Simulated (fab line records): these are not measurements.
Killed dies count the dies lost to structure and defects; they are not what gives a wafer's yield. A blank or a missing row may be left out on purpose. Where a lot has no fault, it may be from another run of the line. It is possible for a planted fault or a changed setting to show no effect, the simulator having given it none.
fab line records	flow gf180mcu	part 1 of 2: steps 1 to 24 of 36
record lots=5	wafers=15	last_day=34
route steps=602 shown MIM@513 M5@526 V5@540
lots untouched by any fault: they come from a run of this same line in which no faults occurred
start_h: start of the lot's first displayed wafer, in hours after the record's first day	wait_h: how many hours have passed since the lot's step before this one	" same as the row above	L1.1+2: a single row standing in for several wafers	- no value, or no start was given	* or withheld: withheld	< > ~ a bound
route shown NAME@n: names a module that has steps shown in the file, with the first one's number in the route	usual: mean/standard deviation of fault-free wafers	same: alike in all rows	chamber/n: place in a boat	sites: the reading at each site	_std_site: their standard deviation	_edge_site: the outer-site mean with the inner-site mean subtracted	radius_mm: for every site, how far away it sits from the centre of the wafer	mask NAME#n: copy n	behind: the most recent tool/chamber to have shaped the wafer	hold: why the lot was held/for how many hours/how that ended	device: transistor that didn't switch, given as n, p or np	end of line: the tests these same wafers got at the end of their route	a step given without rows: its recipe and nothing more	killed: the dies lost at the first sort to structure and to defects; this is not the yield of the wafer	map: a wafer's dies, x killed, . not, _ none there
set.NAME: the run value of the setting; set.NAME@STEP: its run value at that earlier step	model.NAME: the simulator's own value behind a step, which no gauge read
a table for each step, a row for each wafer; lots at some steps of the route
services: from which hour (start_h, from the record's first day; less than 0 if before it) a tool's chamber was out of use, for how many hours, and why
## steps
# step GF_MIM_RS_MEAS_10
# recipe thk_meas_gauge=four-point-probe	reads=TiN_of_MIM_SPUTTER_09+AlCu_of_MIM_SPUTTER_08+TiN_of_MIM_SPUTTER_07
# usual MIM_ALCU_RS=0.1605/0.0012
lot.wafer	tool	chamber	start_h	wait_h	MIM_ALCU_RS[ohm/sq]
L082.4	film_metro-03	-	628.96	0.1	0.1609
L082.5	"	-	"	"	0.1614
L082.6	"	-	"	"	0.1609
L086.2	film_metro-01	-	661.51	0.0	0.1630
L086.4	"	-	"	"	0.1622
L086.6	"	-	"	"	0.1621
L092.1	film_metro-03	-	700.25	0.0	0.1603
L092.2	"	-	"	"	0.1594
L092.5	"	-	"	"	0.1613
L095.1	film_metro-01	-	717.25	0.0	0.1590
L095.2	"	-	"	"	0.1606
L095.4	"	-	"	"	0.1608
L097.2	film_metro-03	-	734.10	0.0	0.1596
L097.4	"	-	"	"	0.1598
L097.6	"	-	"	"	0.1596
# step GF_MIM_THK_MEAS_11
# recipe thk_meas_gauge=xrf	reads=AlCu_of_MIM_SPUTTER_08
# usual MIM_ALCU_THK=200.1/1.6
lot.wafer	tool	chamber	start_h	wait_h	MIM_ALCU_THK[nm]
L082.4	film_metro-03	-	629.05	0.1	199.8
L082.5	"	-	"	"	199.9
L082.6	"	-	"	"	199.4
L086.2	film_metro-01	-	661.62	0.1	198.1
L086.4	"	-	"	"	198.9
L086.6	"	-	"	"	198.7
L092.1	film_metro-03	-	700.37	0.1	199.1
L092.2	"	-	"	"	201.4
L092.5	"	-	"	"	199.9
L095.1	film_metro-01	-	717.37	0.1	202.9
L095.2	"	-	"	"	203.0
L095.4	"	-	"	"	199.6
L097.2	film_metro-03	-	734.21	0.1	200.5
L097.4	"	-	"	"	200.0
L097.6	"	-	"	"	201.0
# step GF_MIM_DEHYDRATE_12
# recipe temp_c=200	time_s=60
# usual resist_line_temp_C=22.99/0.11
lot.wafer	tool	chamber	start_h	wait_h	resist_line_temp_C
L082.4	litho_track-01	0	638.76	9.7	22.98
L082.5	"	0	"	"	22.96
L082.6	"	0	"	"	22.94
L086.2	litho_track-01	0	670.16	8.5	22.90
L086.4	"	0	"	"	22.98
L086.6	"	0	"	"	23.10
L092.1	litho_track-02	0	708.34	8.0	22.86
L092.2	"	0	"	"	22.97
L092.5	"	0	"	"	22.90
L095.1	litho_track-02	0	725.13	7.8	23.06
L095.2	"	0	"	"	23.00
L095.4	"	0	"	"	23.03
L097.2	litho_track-01	0	742.16	7.9	22.92
L097.4	"	0	"	"	22.83
L097.6	"	0	"	"	22.96
# step GF_MIM_HMDS_13
# recipe prime_time_s=60	prime_temp_c=120
# usual resist_line_temp_C=23.00/0.1
lot.wafer	tool	chamber	start_h	wait_h	resist_line_temp_C
L082.4	litho_track-01	0	638.91	0.1	23.20
L082.5	"	0	"	"	23.07
L082.6	"	0	"	"	23.00
L086.2	litho_track-01	0	670.31	0.1	22.96
L086.4	"	0	"	"	22.96
L086.6	"	0	"	"	23.01
L092.1	litho_track-02	0	708.49	0.1	23.12
L092.2	"	0	"	"	23.06
L092.5	"	0	"	"	22.86
L095.1	litho_track-02	0	725.28	0.1	23.07
L095.2	"	0	"	"	23.06
L095.4	"	0	"	"	22.91
L097.2	litho_track-01	0	742.31	0.1	23.29
L097.4	"	0	"	"	23.12
L097.6	"	0	"	"	22.96
# step GF_MIM_COAT_14
# recipe resist=NOVOLAK	spin_rpm=3000	resist_thk_nm=1000
# usual resist_line_temp_C=22.98/0.1
lot.wafer	tool	chamber	start_h	wait_h	resist_line_temp_C
L082.4	litho_track-01	0	639.06	0.1	23.10
L082.5	"	0	"	"	23.05
L082.6	"	0	"	"	23.05
L086.2	litho_track-01	0	670.46	0.1	23.03
L086.4	"	0	"	"	22.97
L086.6	"	0	"	"	22.99
L092.1	litho_track-02	0	708.64	0.1	23.09
L092.2	"	0	"	"	22.87
L092.5	"	0	"	"	22.97
L095.1	litho_track-02	0	725.43	0.1	22.98
L095.2	"	0	"	"	22.94
L095.4	"	0	"	"	23.07
L097.2	litho_track-01	0	742.46	0.1	22.98
L097.4	"	0	"	"	23.15
L097.6	"	0	"	"	23.06
# step GF_MIM_SOFTBAKE_15
# recipe temp_c=90	time_s=60	resist=NOVOLAK
# usual resist_line_temp_C=23.00/0.097
lot.wafer	tool	chamber	start_h	wait_h	resist_line_temp_C
L082.4	litho_track-01	0	639.21	0.1	22.99
L082.5	"	0	"	"	22.98
L082.6	"	0	"	"	22.98
L086.2	litho_track-01	0	670.61	0.1	23.11
L086.4	"	0	"	"	22.99
L086.6	"	0	"	"	22.96
L092.1	litho_track-02	0	708.79	0.1	22.95
L092.2	"	0	"	"	22.88
L092.5	"	0	"	"	22.81
L095.1	litho_track-02	0	725.58	0.1	23.11
L095.2	"	0	"	"	22.96
L095.4	"	0	"	"	23.25
L097.2	litho_track-01	0	742.61	0.1	22.93
L097.4	"	0	"	"	22.87
L097.6	"	0	"	"	23.02
# step GF_MIM_EXPOSE_16
# recipe mask_id=FuseTop	target_cd_nm=2000	na=0.6	source_shape=conventional	sigma_outer=0.6	dose_mj=140
lot.wafer	tool	chamber	start_h	wait_h	mask
L082.4+5+6	iline_stepper-02	0	-	-	FuseTop#0
L086.2+4+6	iline_stepper-01	0	-	-	FuseTop#0
L092.1+2+5	iline_stepper-01	0	-	-	FuseTop#0
L095.1+2+4	iline_stepper-02	0	-	-	FuseTop#0
L097.2+4+6	iline_stepper-01	0	-	-	FuseTop#0
# step GF_MIM_PEB_17
# recipe temp_c=withheld	time_s=*	resist=NOVOLAK
# usual resist_line_temp_C=*
lot.wafer	tool	chamber	start_h	wait_h	resist_line_temp_C
L082.4	litho_track-04	0	-	-	*
L082.5	"	0	"	"	*
L082.6	"	0	"	"	*
L086.2	litho_track-04	0	-	-	*
L086.4	"	0	"	"	*
L086.6	"	0	"	"	*
L092.1	litho_track-04	0	-	-	*
L092.2	"	0	"	"	*
L092.5	"	0	"	"	*
L095.1	litho_track-04	0	-	-	*
L095.2	"	0	"	"	*
L095.4	"	0	"	"	*
L097.2	litho_track-01	0	-	-	*
L097.4	"	0	"	"	*
L097.6	"	0	"	"	*
# step GF_MIM_DEVELOP_18
# recipe develop_time_s=60	dev_temp_c=23
# usual resist_line_temp_C=23.01/0.097
lot.wafer	tool	chamber	start_h	wait_h	resist_line_temp_C
L082.4	litho_track-04	0	649.10	0.1	23.04
L082.5	"	0	"	"	23.09
L082.6	"	0	"	"	23.10
L086.2	litho_track-04	0	680.05	0.1	23.05
L086.4	"	0	"	"	23.03
L086.6	"	0	"	"	23.24
L092.1	litho_track-04	0	717.88	0.1	23.07
L092.2	"	0	"	"	22.96
L092.5	"	0	"	"	22.91
L095.1	litho_track-04	0	734.53	0.1	23.16
L095.2	"	0	"	"	23.19
L095.4	"	0	"	"	23.13
L097.2	litho_track-01	0	751.21	0.1	23.19
L097.4	"	0	"	"	23.08
L097.6	"	0	"	"	23.05
# step GF_MIM_METAL_ETCH_19
# recipe chemistry=Cl2/BCl3	mask_material=NOVOLAK	stop_on=Si3N4	target_depth_nm=324.5	pressure_mtorr=8	icp_w=800	bias_w=140	Cl2_flow_sccm=80	bcl3_flow_sccm=40	time_s=54.1
# usual drypump_motor_current_A=5.5/0.38	oes_product_au=0.944/0.0057	throttle_valve_pct=28.282/0.0095
lot.wafer	tool	chamber	start_h	wait_h	drypump_motor_current_A	oes_product_au	rf_hours_counter_h	throttle_valve_pct
L082.4	rie_metal-01	1	649.20	0.1	5.0	0.943	-	28.277
L082.5	"	1	"	"	5.0	0.936	-	28.280
L082.6	"	0	"	"	5.6	0.941	-	28.295
L086.2	rie_metal-01	1	680.18	0.1	5.0	0.941	3	28.284
L086.4	"	1	"	"	5.0	0.937	-	28.299
L086.6	"	0	"	"	5.6	0.938	-	28.290
L092.1	rie_metal-01	0	718.03	0.1	5.6	0.949	2	28.281
L092.2	"	1	"	"	5.0	0.954	5	28.277
L092.5	"	0	"	"	5.6	0.948	-	28.284
L095.1	rie_metal-03	1	734.68	0.1	5.8	0.949	7	28.275
L095.2	"	0	"	"	6.1	0.941	0	28.295
L095.4	"	0	"	"	6.1	0.941	-	28.283
L097.2	rie_metal-01	0	751.33	0.1	5.6	0.943	3	28.293
L097.4	"	1	"	"	5.0	0.943	-	28.286
L097.6	"	0	"	"	5.6	0.941	-	28.292
# step GF_MIM_STRIP_20
# recipe chemistry=O2/N2	power_w=1400	pressure_mtorr=1500	platen_temp_c=250	o2_flow_sccm=3000	n2_flow_sccm=300	overash_fraction=0.5
# usual drypump_motor_current_A=5.68/0.3	heater_power_w=309/40	oes_product_au=0.691/0.0051	platen_temp_c=250.01/0.18	strip_time_to_endpoint_s=11.22/0.045
lot.wafer	tool	chamber	start_h	wait_h	drypump_motor_current_A	heater_power_w	oes_product_au	platen_temp_c	rf_hours_counter_h	strip_time_to_endpoint_s
L082.4	plasma_asher-01	0	649.28	0.1	5.29	268	0.684	250.17	-	11.19
L082.5	"	1	"	"	5.97	357	0.687	249.67	-	11.17
L082.6	"	0	"	"	5.29	274	0.693	250.09	-	11.21
L086.2	plasma_asher-01	1	680.25	0.0	5.98	362	0.695	249.93	53	11.21
L086.4	"	1	"	"	5.97	353	0.700	250.08	-	11.21
L086.6	"	0	"	"	5.30	275	0.688	250.06	-	11.17
L092.1	plasma_asher-03	0	718.10	0.0	5.42	260	0.689	250.09	101	11.23
L092.2	"	1	"	"	5.87	340	0.693	250.24	101	11.25
L092.5	"	1	"	"	5.85	329	0.697	250.26	-	11.23
L095.1	plasma_asher-03	1	734.75	0.0	5.89	332	0.686	249.95	102	11.22
L095.2	"	0	"	"	5.39	262	0.691	250.13	102	11.29
L095.4	"	0	"	"	5.39	263	0.689	249.92	-	11.28
L097.2	plasma_asher-01	0	751.40	0.0	5.26	266	0.690	249.96	60	11.18
L097.4	"	1	"	"	5.96	350	0.686	250.58	-	11.14
L097.6	"	0	"	"	5.27	274	0.691	249.94	-	11.16
# step GF_MIM_STRIP_21
# recipe chemistry=post_etch_residue_remover	time_s=1200	temp_c=72.5
lot.wafer	tool	chamber	start_h	wait_h
L082.4+5+6	wet_bench-01	0	649.35	0.0
L086.2+4+6	wet_bench-03	3	680.35	0.1
L092.1+2+5	wet_bench-01	3	718.20	0.1
L095.1+2+4	wet_bench-03	0	734.85	0.1
L097.2+4+6	wet_bench-03	3	751.50	0.1
# step GF_MIM_CLEAN_22
# recipe chemistry=DIW	dry=n2_spin
lot.wafer	tool	chamber	start_h	wait_h
L082.4+5+6	wet_bench-03	1	649.72	0.0
L086.2+4+6	wet_bench-01	0	680.72	0.0
L092.1+2+5	wet_bench-03	2	718.54	0.0
L095.1+2+4	wet_bench-02	2	735.19	0.0
L097.2+4+6	wet_bench-01	3	751.85	0.0
# step GF_M5_DEHYDRATE_00
# recipe temp_c=200	time_s=60
# usual resist_line_temp_C=22.98/0.098
lot.wafer	tool	chamber	start_h	wait_h	resist_line_temp_C
L082.4	litho_track-03	0	659.25	9.3	22.99
L082.5	"	0	"	"	23.00
L082.6	"	0	"	"	23.02
L086.2	litho_track-04	0	689.00	8.2	23.03
L086.4	"	0	"	"	23.00
L086.6	"	0	"	"	23.07
L092.1	litho_track-02	0	726.48	7.9	22.97
L092.2	"	0	"	"	22.97
L092.5	"	0	"	"	23.02
L095.1	litho_track-03	0	742.83	7.5	22.99
L095.2	"	0	"	"	23.05
L095.4	"	0	"	"	23.01
L097.2	litho_track-03	0	759.25	7.3	23.04
L097.4	"	0	"	"	22.99
L097.6	"	0	"	"	22.93
# step GF_M5_HMDS_01
# recipe prime_time_s=60	prime_temp_c=120
# usual resist_line_temp_C=23.00/0.1
lot.wafer	tool	chamber	start_h	wait_h	resist_line_temp_C
L082.4	litho_track-03	0	659.40	0.1	23.14
L082.5	"	0	"	"	22.77
L082.6	"	0	"	"	23.04
L086.2	litho_track-04	0	689.15	0.1	23.00
L086.4	"	0	"	"	23.08
L086.6	"	0	"	"	22.95
L092.1	litho_track-02	0	726.63	0.1	23.03
L092.2	"	0	"	"	23.16
L092.5	"	0	"	"	23.07
L095.1	litho_track-03	0	742.98	0.1	23.10
L095.2	"	0	"	"	23.04
L095.4	"	0	"	"	22.85
L097.2	litho_track-03	0	759.40	0.1	22.93
L097.4	"	0	"	"	23.11
L097.6	"	0	"	"	22.90
# step GF_M5_COAT_02
# recipe resist=KrF	spin_rpm=withheld	resist_thk_nm=1010
# usual resist_line_temp_C=23.00/0.12
lot.wafer	tool	chamber	start_h	wait_h	resist_line_temp_C
L082.4	litho_track-03	0	659.55	0.1	23.06
L082.5	"	0	"	"	23.02
L082.6	"	0	"	"	22.92
L086.2	litho_track-04	0	689.30	0.1	23.19
L086.4	"	0	"	"	23.16
L086.6	"	0	"	"	23.07
L092.1	litho_track-02	0	726.78	0.1	23.14
L092.2	"	0	"	"	23.01
L092.5	"	0	"	"	23.13
L095.1	litho_track-03	0	743.13	0.1	22.98
L095.2	"	0	"	"	23.00
L095.4	"	0	"	"	23.01
L097.2	litho_track-03	0	759.55	0.1	22.98
L097.4	"	0	"	"	23.11
L097.6	"	0	"	"	23.04
# step GF_M5_SOFTBAKE_03
# recipe temp_c=130	time_s=60	resist=KrF
# usual resist_line_temp_C=23.03/0.1
lot.wafer	tool	chamber	start_h	wait_h	resist_line_temp_C
L082.4	litho_track-03	0	659.70	0.1	22.88
L082.5	"	0	"	"	22.75
L082.6	"	0	"	"	22.95
L086.2	litho_track-04	0	689.45	0.1	22.96
L086.4	"	0	"	"	23.07
L086.6	"	0	"	"	23.19
L092.1	litho_track-02	0	726.93	0.1	22.99
L092.2	"	0	"	"	23.00
L092.5	"	0	"	"	22.96
L095.1	litho_track-03	0	743.28	0.1	22.84
L095.2	"	0	"	"	23.05
L095.4	"	0	"	"	23.14
L097.2	litho_track-03	0	759.70	0.1	22.94
L097.4	"	0	"	"	23.04
L097.6	"	0	"	"	22.83
# step GF_M5_EXPOSE_04
# recipe mask_id=Metal5	target_cd_nm=280	na=0.68	source_shape=conventional	sigma_outer=0.6	dose_mj=28
lot.wafer	tool	chamber	start_h	wait_h	mask
L082.4+5+6	krf_scanner-02	0	-	-	Metal5#0
L086.2+4+6	krf_scanner-02	0	-	-	Metal5#0
L092.1+2+5	krf_scanner-01	0	-	-	Metal5#0
L095.1+2+4	krf_scanner-01	0	-	-	Metal5#0
L097.2+4+6	krf_scanner-01	0	-	-	Metal5#0
# step GF_M5_PEB_05
# recipe peb_temp_c=135	peb_time_s=90	resist=KrF
# usual resist_line_temp_C=23.01/0.09
lot.wafer	tool	chamber	start_h	wait_h	resist_line_temp_C
L082.4	litho_track-04	0	-	-	23.04
L082.5	"	0	"	"	22.92
L082.6	"	0	"	"	22.93
L086.2	litho_track-02	0	-	-	22.93
L086.4	"	0	"	"	22.94
L086.6	"	0	"	"	23.02
L092.1	litho_track-03	0	-	-	22.98
L092.2	"	0	"	"	23.09
L092.5	"	0	"	"	22.95
L095.1	litho_track-04	0	-	-	23.03
L095.2	"	0	"	"	23.03
L095.4	"	0	"	"	23.00
L097.2	litho_track-02	0	-	-	22.74
L097.4	"	0	"	"	22.96
L097.6	"	0	"	"	23.06
# step GF_M5_DEVELOP_06
# recipe develop_time_s=60	dev_temp_c=21
# usual resist_line_temp_C=23.02/0.11
lot.wafer	tool	chamber	start_h	wait_h	resist_line_temp_C
L082.4	litho_track-04	0	669.10	0.1	22.84
L082.5	"	0	"	"	22.99
L082.6	"	0	"	"	22.91
L086.2	litho_track-02	0	698.71	0.2	22.98
L086.4	"	0	"	"	22.88
L086.6	"	0	"	"	23.00
L092.1	litho_track-03	0	735.48	0.2	23.12
L092.2	"	0	"	"	23.07
L092.5	"	0	"	"	22.96
L095.1	litho_track-04	0	751.58	0.2	23.03
L095.2	"	0	"	"	23.12
L095.4	"	0	"	"	23.02
L097.2	litho_track-02	0	767.51	0.2	23.12
L097.4	"	0	"	"	23.05
L097.6	"	0	"	"	22.92
# step GF_M5_CD_MEAS_07
# recipe target_cd_nm=280
# usual cd_nm=279.9/1.2
lot.wafer	tool	chamber	start_h	wait_h	cd_nm
L082.4	cd_sem-01	-	669.24	0.1	279.2
L082.5	"	-	"	"	278.8
L082.6	"	-	"	"	280.1
L086.2	cd_sem-01	-	698.86	0.1	280.5
L086.4	"	-	"	"	281.2
L086.6	"	-	"	"	281.2
L092.1	cd_sem-01	-	735.63	0.1	282.3
L092.2	"	-	"	"	281.8
L092.5	"	-	"	"	281.4
L095.1	cd_sem-01	-	751.73	0.1	280.2
L095.2	"	-	"	"	280.1
L095.4	"	-	"	"	280.7
L097.2	cd_sem-01	-	767.65	0.1	279.2
L097.4	"	-	"	"	279.5
L097.6	"	-	"	"	280.8
# step GF_M5_OVL_MEAS_08
# usual M5_OVL=0/4.7
lot.wafer	tool	chamber	start_h	wait_h	M5_OVL[nm]
L082.4	overlay-01	-	669.32	0.1	0
L082.5	"	-	"	"	0
L082.6	"	-	"	"	0
L086.2	overlay-02	-	698.96	0.1	6
L086.4	"	-	"	"	10
L086.6	"	-	"	"	6
L092.1	overlay-02	-	735.75	0.1	3
L092.2	"	-	"	"	-3
L092.5	"	-	"	"	-4
L095.1	overlay-02	-	751.85	0.1	1
L095.2	"	-	"	"	-1
L095.4	"	-	"	"	3
L097.2	overlay-02	-	767.76	0.1	-3
L097.4	"	-	"	"	3
L097.6	"	-	"	"	-2
# step GF_M5_ETCH_09
# recipe chemistry=CF4/O2	target=Si3N4	target_depth_nm=52	source_w=800	bias_w=150	pressure_mtorr=150	cf4_flow_sccm=80	O2_flow_sccm=10	time_s=11.6
# usual drypump_motor_current_A=5.6/0.55	oes_product_au=1.000/0.0071	throttle_valve_pct=5.971/0.0089
lot.wafer	tool	chamber	start_h	wait_h	drypump_motor_current_A	oes_product_au	rf_hours_counter_h	throttle_valve_pct
L082.4	rie_diel-03	2	669.35	0.0	6.4	0.999	-	5.961
L082.5	"	3	"	"	5.9	1.002	-	5.981
L082.6	"	0	"	"	5.9	0.996	-	5.970
L086.2	rie_diel-02	2	698.99	0.0	4.9	1.006	39	5.983
L086.4	"	3	"	"	5.8	0.999	9	5.976
L086.6	"	0	"	"	5.6	1.009	-	5.969
L092.1	rie_diel-02	2	735.78	0.0	5.0	1.004	41	5.967
L092.2	"	1	"	"	5.3	0.993	49	5.966
L092.5	"	1	"	"	5.3	1.011	-	5.972
L095.1	rie_diel-04	3	751.88	0.0	4.7	1.005	28	5.964
L095.2	"	2	"	"	4.9	0.992	7	5.964
L095.4	"	0	"	"	5.1	0.983	12	5.962
L097.2	rie_diel-04	2	767.79	0.0	4.9	0.995	8	5.980
L097.4	"	1	"	"	5.7	1.005	13	5.968
L097.6	"	2	"	"	4.9	0.999	-	5.967
# step GF_M5_METAL_ETCH_10
# recipe chemistry=Cl2/BCl3	mask_material=KrF	target_depth_nm=750.8	stop_on=SiO2	pressure_mtorr=8	icp_w=800	bias_w=140	Cl2_flow_sccm=80	bcl3_flow_sccm=40	time_s=125.1
# usual drypump_motor_current_A=5.7/0.54	oes_product_au=0.990/0.0058	throttle_valve_pct=28.230/0.0097
lot.wafer	tool	chamber	start_h	wait_h	drypump_motor_current_A	oes_product_au	rf_hours_counter_h	throttle_valve_pct
L082.4	rie_metal-04	1	669.40	0.0	5.0	0.987	-	28.231
L082.5	"	1	"	"	5.0	1.000	-	28.229
L082.6	"	0	"	"	5.2	0.988	-	28.218
L086.2	rie_metal-02	1	699.01	0.0	6.4	0.986	1	28.216
L086.4	"	1	"	"	6.5	0.991	-	28.223
L086.6	"	1	"	"	6.5	0.995	-	28.247
L092.1	rie_metal-04	0	735.80	0.0	5.2	0.988	9	28.242
L092.2	"	1	"	"	5.0	0.990	15	28.213
L092.5	"	1	"	"	5.0	0.997	-	28.243
L095.1	rie_metal-02	1	751.91	0.0	6.5	1.002	3	28.226
L095.2	"	0	"	"	5.3	0.989	6	28.222
L095.4	"	1	"	"	6.5	0.983	-	28.219
L097.2	rie_metal-02	1	767.81	0.0	6.5	0.985	4	28.229
L097.4	"	0	"	"	5.3	0.988	-	28.226
L097.6	"	0	"	"	5.3	0.989	-	28.228
